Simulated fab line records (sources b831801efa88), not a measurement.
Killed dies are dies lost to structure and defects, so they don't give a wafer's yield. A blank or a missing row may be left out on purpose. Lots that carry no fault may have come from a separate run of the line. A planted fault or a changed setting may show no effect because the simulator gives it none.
Struck lot and sound lot, side by side || flow sfq line || 15 out of 325 route steps
Sound: these wafers, L115.3, L115.4, L115.5. Struck: wafer L124.3; the same lot's L124.1 was not struck, so it is left out; see the end for the cause.
For every step that has rows: the tool of each side, followed by ch and its chambers, followed by its first start. Under that, the readings that differ: sound wafers || struck wafers || difference of the means || sigmas: that difference in standard deviations of wafers without a fault.
alike: a reading whose means differ by less than 2 such deviations, as well as words and numbers matching on both sides. not compared: withheld readings; readings where some wafer has no value; bounds like >300 that might hide an equal value; numbers whose values overlap and for which the record gives no deviation.
Wherever a step has rows on one side only, a row that says differs or no value, or a row with sigmas, the two part there. When numbers do not overlap yet have no deviation, they are printed without sigmas and do not part them. A reading missing from all wafers of one side parts the sides only when that side holds two or more wafers.

first, 1 step without rows for these wafers: SFQ_TRILAYER_M3_STRIP_SOLV_CLEAN_080 (cleans in NMP, time 600 s).
SFQ_TRILAYER_I3_DEP_PECVD_081: deposits SiO2 from SiH4/N2O, time 111.11 s, target thk 500 nm.
  sound on pecvd-02 ch 0,2, day 28 22:31; struck on pecvd-03 ch 2, day 31 12:19
  alike: heater power w, throttle valve pct
SFQ_TRILAYER_I3_CMP_CMP_082: polishes SiO2.
  sound on cmp-01 ch 1,2,3, day 29 12:14; struck on cmp-02 ch 0, day 32 17:24
{"reading": "time to endpoint s (s)", "sound": "187 208 212", "struck": 222, "difference": "+20", "sigmas": "+2"}
  alike: motor current A, slurry flow ml min
SFQ_I3_BOW_MEAS_922:
  sound on film metro-03 at day 29 14:46; struck on film metro-04 at day 32 19:24
  alike: I3_BOW
SFQ_TRILAYER_I3_METRO_MEASURE_083:
  sound on film metro-03 at day 29 15:15; struck on film metro-04 at day 32 19:31
{"reading": "thk nm (nm)", "sound": "199.2 198.4 202.0", "struck": 202.5, "difference": "+2.6", "sigmas": "+2"}
then, 6 steps without rows for these wafers: SFQ_TRILAYER_I3_VIA_LITHO_COAT_090 (resist thk 62 nm); SFQ_TRILAYER_I3_VIA_LITHO_COAT_085 (resist thk 650 nm); SFQ_TRILAYER_I3_VIA_LITHO_SOFTBAKE_089; SFQ_TRILAYER_I3_VIA_LITHO_EXPOSE_086 (exposes mask I3, target cd 500 nm); SFQ_TRILAYER_I3_VIA_LITHO_PEB_088 (peb time 60 s); SFQ_TRILAYER_I3_VIA_LITHO_DEVELOP_087 (time 60 s).
-- the record jumps here: 2 days lie between the struck wafers' starts before and after --
SFQ_I3_OVL_MEAS_923:
  sound on overlay-01 at day 32 14:55; struck on overlay-02 at day 34 23:06
  alike: I3_OVL
SFQ_TRILAYER_I3_VIA_BARC_OPEN_VIA_ETCH_121: etches BARC in O2, target depth 125 nm, time 41.7 s.
  sound on rie diel-03 ch 0,1,2, day 32 14:56; struck on rie diel-03 ch 1, day 34 23:08
{"reading": "model.KrF_of_TRILAYER_I3_VIA_LITHO_COAT_085.thk nm (nm)", "sound": "575.4 574.5 573.3", "struck": 596.2, "difference": "+21.8", "sigmas": ""}
  alike: drypump motor current A, oes product au
  not compared: rf hours counter h
SFQ_TRILAYER_I3_VIA_ETCH_VIA_ETCH_088: etches SiO2 in CHF3, stops on Nb, target depth 260 nm.
  sound on rie diel-03 ch 0,1,2, day 32 14:59; struck on rie diel-03 ch 1, day 34 23:11
{"reading": "model.KrF_of_TRILAYER_I3_VIA_LITHO_COAT_085.thk nm (nm)", "sound": "530.7 530 526.4", "struck": 552, "difference": "+23", "sigmas": ""}
  alike: drypump motor current A, oes product au
SFQ_TRILAYER_I3_VIA_STRIP_STRIP_089: strips in O2.
  sound on rie metal-03 ch 0,1, day 32 15:17; struck on rie metal-03 ch 0, day 34 23:17
  alike: drypump motor current A, oes product au
  not compared: rf hours counter h

WHERE THEY PART
Last at SFQ_TRILAYER_I3_METRO_MEASURE_083 as far as this record goes, first at SFQ_TRILAYER_I3_CMP_CMP_082. Later steps at which nothing parts them and some readings are alike: SFQ_I3_OVL_MEAS_923, SFQ_TRILAYER_I3_VIA_BARC_OPEN_VIA_ETCH_121, SFQ_TRILAYER_I3_VIA_ETCH_VIA_ETCH_088, SFQ_TRILAYER_I3_VIA_STRIP_STRIP_089.

WHY: the cause the simulator had injected
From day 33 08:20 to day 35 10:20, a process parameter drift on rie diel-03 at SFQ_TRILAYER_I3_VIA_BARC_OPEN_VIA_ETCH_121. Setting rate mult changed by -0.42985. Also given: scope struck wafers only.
